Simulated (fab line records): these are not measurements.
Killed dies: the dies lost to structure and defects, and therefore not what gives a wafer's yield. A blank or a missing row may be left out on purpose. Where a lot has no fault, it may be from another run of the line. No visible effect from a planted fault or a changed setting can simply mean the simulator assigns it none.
Chamber matching	flow sky130	SKY_METAL3_ETCH_17 on rie diel-02 has 4 sister chambers
The step etches SiO2 in C4F8/O2/Ar, stops on TiN, time 3.9 s, target depth 15 nm. 7 wafers are shown with their chamber, then 8 later ones without.

WAFERS WITH THEIR CHAMBER
wafer	chamber	chamber pressure mTorr (mTorr)	oes product au (a.u.)
L078.2	2	40.00	0.748
L080.1	0	40.01	0.755
L080.6	0	40.01	0.772
L087.1	2	40.06	0.758
L087.3	3	40.00	0.752
L087.5	1	39.97	0.772
L088.3	1	40.07	0.758

WAFERS WHOSE CHAMBER IS MISSING
wafer	chamber pressure mTorr (mTorr)	oes product au (a.u.)
L088.4	39.97	0.761
L088.6	40.02	0.751
L093.1	39.94	0.745
L093.5	40.04	0.755
L093.6	40.01	0.758
L095.1	40.00	0.753
L095.3	40.00	0.766
L095.4	39.92	0.766

WHICH CHAMBER EACH WENT THROUGH
wafer	from the rows above	in truth
L088.4	can't be placed: 0 or 3 or 1 or 2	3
L088.6	can't be placed: 2 or 3 or 0 or 1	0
L093.1	can't be placed: 3 or 2 or 0 or 1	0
L093.5	can't be placed: 2 or 3 or 0 or 1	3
L093.6	can't be placed: 0 or 3 or 2 or 1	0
L095.1	can't be placed: 3 or 2 or 0 or 1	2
L095.3	can't be placed: 0 or 1 or 3 or 2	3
L095.4	can't be placed: 0 or 1 or 3 or 2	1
Correct placement for 0 of the 8. Not placeable from these rows: 8 (in 8, the candidates include the true chamber). Placed wrongly: 0.
How it was worked out, from the rows above alone: a wafer's distance from a chamber is the root of the sum, over the readings, of the square of ((its reading less the chamber's mean) divided by the reading's scatter). The wafer belongs to the nearest chamber; if the next one is less than 2 further off, it can't be placed. Each chamber's mean is taken over the wafers shown for it. The scatter: the root of (the sum of the squares of (reading less its chamber's mean) over the shown wafers, divided by (wafers less chambers)).
